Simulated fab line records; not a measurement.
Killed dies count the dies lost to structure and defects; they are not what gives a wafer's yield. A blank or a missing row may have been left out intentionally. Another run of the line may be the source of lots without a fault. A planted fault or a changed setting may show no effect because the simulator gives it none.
Problem report in the 8D (eight disciplines) form, filled by code | flow sky130 | the parts of the form that need people (team, actions taken, sign-off) are left out

== 1. WHAT WENT WRONG ==
Mean of strip-time-to-endpoint-s at SKY_VIA4_STRIP_13: 12.33 s across 3 wafers in 2 lots; on wafers with no fault it is 12.84 s (standard deviation 0.045). That puts it -11 standard deviations away from the usual mean.
The step: strips in O2/N2.
Seen first at day 46 19:10 on plasma-asher-02, wafer L776.2. At this step, 35 wafers from 12 lots have a number in the record. By rule, "out" or "out of limits" means more than 4 standard deviations away from the usual mean. The rest of the wafers with a number are treated as sound.

== 2. WHAT IT IS, AND WHAT IT ISN'T ==
question                    | is                       | is not
which readings at this step | strip-time-to-endpoint-s | drypump-motor-current-A, oes-product-au
which lots                  | L776, L777               | L762, L763, L764, L765, L767, L778, L779, L783, L784, L785
which wafers of those lots  | L776.2, L777.2, L777.6   | L776.4, L777.3
read on which tools         | plasma-asher-02          | plasma-asher-01, plasma-asher-04
when                        | from day 46 19:10        | up to then (16 sound wafers); but 16 sound wafers of L777, L778, L779, L783, L784, L785 came after

== 3. SUSPECTS, AND WHAT RULES EACH OUT ==
Counting: if a tool at a process step up to the reading ran every lot that is out, it stays a suspect. Sound lots after the first of them don't rule it out here, since some wafers of a struck lot are sound.
- litho-track-02 at SKY_VIA4_COAT_06 (resist thk 1140 nm): kept. It processed each lot that is out (first: L776, day 46 08:31); up to then, its last sound lot is L767 (day 44 01:37).
- plasma-asher-02 at SKY_VIA4_STRIP_13 (strips in O2/N2): kept. It processed each lot that is out (first: L776, day 46 19:10); up to then, its last sound lot is L767 (day 44 12:59). On those wafers its own readings are out: strip-time-to-endpoint-s.
After counting, litho-track-02 at SKY_VIA4_COAT_06 and plasma-asher-02 at SKY_VIA4_STRIP_13 remain.

== 4. THE CAUSE (what the simulator had put in) ==
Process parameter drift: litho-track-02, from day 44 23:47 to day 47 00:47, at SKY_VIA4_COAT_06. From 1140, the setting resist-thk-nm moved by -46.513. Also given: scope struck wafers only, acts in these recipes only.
This tool is one of the 2 suspects left after counting.

== 5. THE CHAIN OF EFFECTS, in route order ==
Rows list readings where the struck wafers' mean (over those with a number) sits beyond 3 standard deviations from the usual. Readings are gone through only where the record gives a usual standard deviation; hours: the median, over the lots, of the time from a lot's start at the first step in this table giving one to that lot's start at this step; sigmas: the change measured in usual standard deviations.
hours | step              | reading                  | usual   | on struck wafers | change | sigmas
0     | SKY_VIA4_STRIP_13 | strip-time-to-endpoint-s | 12.84 s | 12.33            | -0.51  | -11
The process steps in it:
- SKY_VIA4_STRIP_13: strips in O2/N2.

== 6. HOW IT WOULD HAVE BEEN CAUGHT EARLIER ==
In this record no reading fell out of limits until day 46 19:10, 43 hours after the fault had begun at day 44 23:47.
Lots out: 2; all had begun SKY_VIA4_COAT_06 on litho-track-02 by day 46 19:10. Had the tool been put on hold then, not one of them would have been saved.
